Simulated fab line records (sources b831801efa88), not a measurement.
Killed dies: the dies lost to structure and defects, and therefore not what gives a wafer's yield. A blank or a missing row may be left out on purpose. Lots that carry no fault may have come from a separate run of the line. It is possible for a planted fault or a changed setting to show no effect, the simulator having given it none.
A single fault, viewed from 2 desks || flow gf180mcu || each desk holds nothing but its own numbers, with what lay behind them at the end

METROLOGY DESK
Means of the sampled wafers that have a number, per lot and without regard to the tool the lot ran on: this is what the gauges read. The brackets show how far a lot's mean lies from the usual mean; more than 4 standard deviations puts the lot out of limits, marked OUT.
Columns: A = POLY_GATE_OVL at GF_POLY_GATE_OVL_MEAS_11, usual 1 nm; B = HV_LDD_01_OVL at GF_HV_LDD_OVL_MEAS_20, usual -0.8 nm; C = HV_LDD_3_TW at GF_HV_LDD_TW_MEAS_38, usual 1444; D = HV_LDD_RS at GF_HV_LDD_RS_MEAS_53, usual 418.2 ohm/sq
{"lot": "L227", "first seen here": "day 9 05:17", "A": 6, "B": -0.5, "C": 1458, "D": 418.0}
{"lot": "L228", "first seen here": "day 9 11:11", "A": 2, "B": -0.6, "C": 1435, "D": 419.1}
{"lot": "L229", "first seen here": "day 9 16:23", "A": 4, "B": 1.2, "C": "1864 (+28) OUT", "D": "346.1 (-76) OUT"}
{"lot": "L230", "first seen here": "day 10 03:26", "A": 3, "B": -0.7, "C": "1823 (+25) OUT", "D": "344.9 (-77) OUT"}
{"lot": "L239", "first seen here": "day 12 18:56", "A": -4, "B": -0.7, "C": 1465, "D": 418.3}
{"lot": "L240", "first seen here": "day 13 03:26", "A": -3, "B": -3.1, "C": 1432, "D": 418.9}
{"lot": "L241", "first seen here": "day 13 08:13", "A": 6, "B": -0.5, "C": 1461, "D": 418.2}
{"lot": "L242", "first seen here": "day 13 17:14", "A": 1, "B": -0.2, "C": 1458, "D": 418.1}
{"lot": "L245", "first seen here": "day 14 13:47", "A": -6, "B": -1.7, "C": 1434, "D": 417.9}
{"lot": "L247", "first seen here": "day 15 04:22", "A": 8, "B": -1.1, "C": 1429, "D": 419.2}
{"lot": "L248", "first seen here": "day 15 07:42", "A": -3, "B": -0.2, "C": 1466, "D": 417.1}
{"lot": "L250", "first seen here": "day 16 00:56", "A": 4, "B": -1.7, "C": 1431, "D": 419.4}
This desk reports L229, L230 out of limits; the earliest was L229 at day 12 01:10 (HV_LDD_3_TW at GF_HV_LDD_TW_MEAS_38). L227, L228, L239, L240, L241, L242, L245, L247, L248, L250 stayed within limits.

AT THE TOOL OWNER'S DESK: implanter-01
The tool's own readings at GF_HV_LDD_IMPLANT_36, given as means over the sampled wafers that have a number, one for each lot that went through this tool. The brackets show how far a lot's mean lies from the usual mean; more than 4 standard deviations puts the lot out of limits, marked OUT.
Columns: A = doseIonsCm2 at GF_HV_LDD_IMPLANT_36, usual 7.499e+12; B = faradayCurrentUA at GF_HV_LDD_IMPLANT_36, usual 42.2
{"lot": "L227", "first seen here": "day 11 14:02", "A": 7.498e+12, "B": 42.1}
{"lot": "L228", "first seen here": "day 11 20:12", "A": 7.502e+12, "B": 41.7}
{"lot": "L229", "first seen here": "day 12 00:55", "A": "4.176e+13 (+99 or more) OUT", "B": "233.9 (+99 or more) OUT"}
{"lot": "L230", "first seen here": "day 12 16:36", "A": "4.177e+13 (+99 or more) OUT", "B": "236.4 (+99 or more) OUT"}
{"lot": "L242", "first seen here": "day 16 14:07", "A": 7.505e+12, "B": 42.1}
{"lot": "L247", "first seen here": "day 18 02:46", "A": 7.501e+12, "B": 42.3}
{"lot": "L248", "first seen here": "day 18 07:49", "A": 7.499e+12, "B": 42.4}
{"lot": "L250", "first seen here": "day 19 05:28", "A": 7.497e+12, "B": 42.6}
This desk's finding: out of limits on L229, L230; first on L229, day 12 00:55 (doseIonsCm2 at GF_HV_LDD_IMPLANT_36). L227, L228, L242, L247, L248, L250 stayed within limits.

PUT TOGETHER
On L229, L230, at day 12 00:55, an alarm was possible from the tool owner's desk.
An alarm was possible from the metrology desk at day 12 01:10, on L229, L230.
On implanter-01, each named lot ran GF_HV_LDD_IMPLANT_36.

WHAT THE SIMULATOR HAD PUT IN
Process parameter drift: implanter-01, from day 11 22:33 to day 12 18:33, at GF_HV_LDD_IMPLANT_36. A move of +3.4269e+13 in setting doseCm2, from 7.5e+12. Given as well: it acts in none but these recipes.
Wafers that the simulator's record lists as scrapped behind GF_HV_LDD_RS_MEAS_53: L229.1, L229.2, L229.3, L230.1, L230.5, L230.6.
Lots struck among those shown: L229, L230.
Delay (hours) between the fault's onset and each desk's first out-of-limits reading: 2 at the tool owner's desk, 3 at the metrology desk.
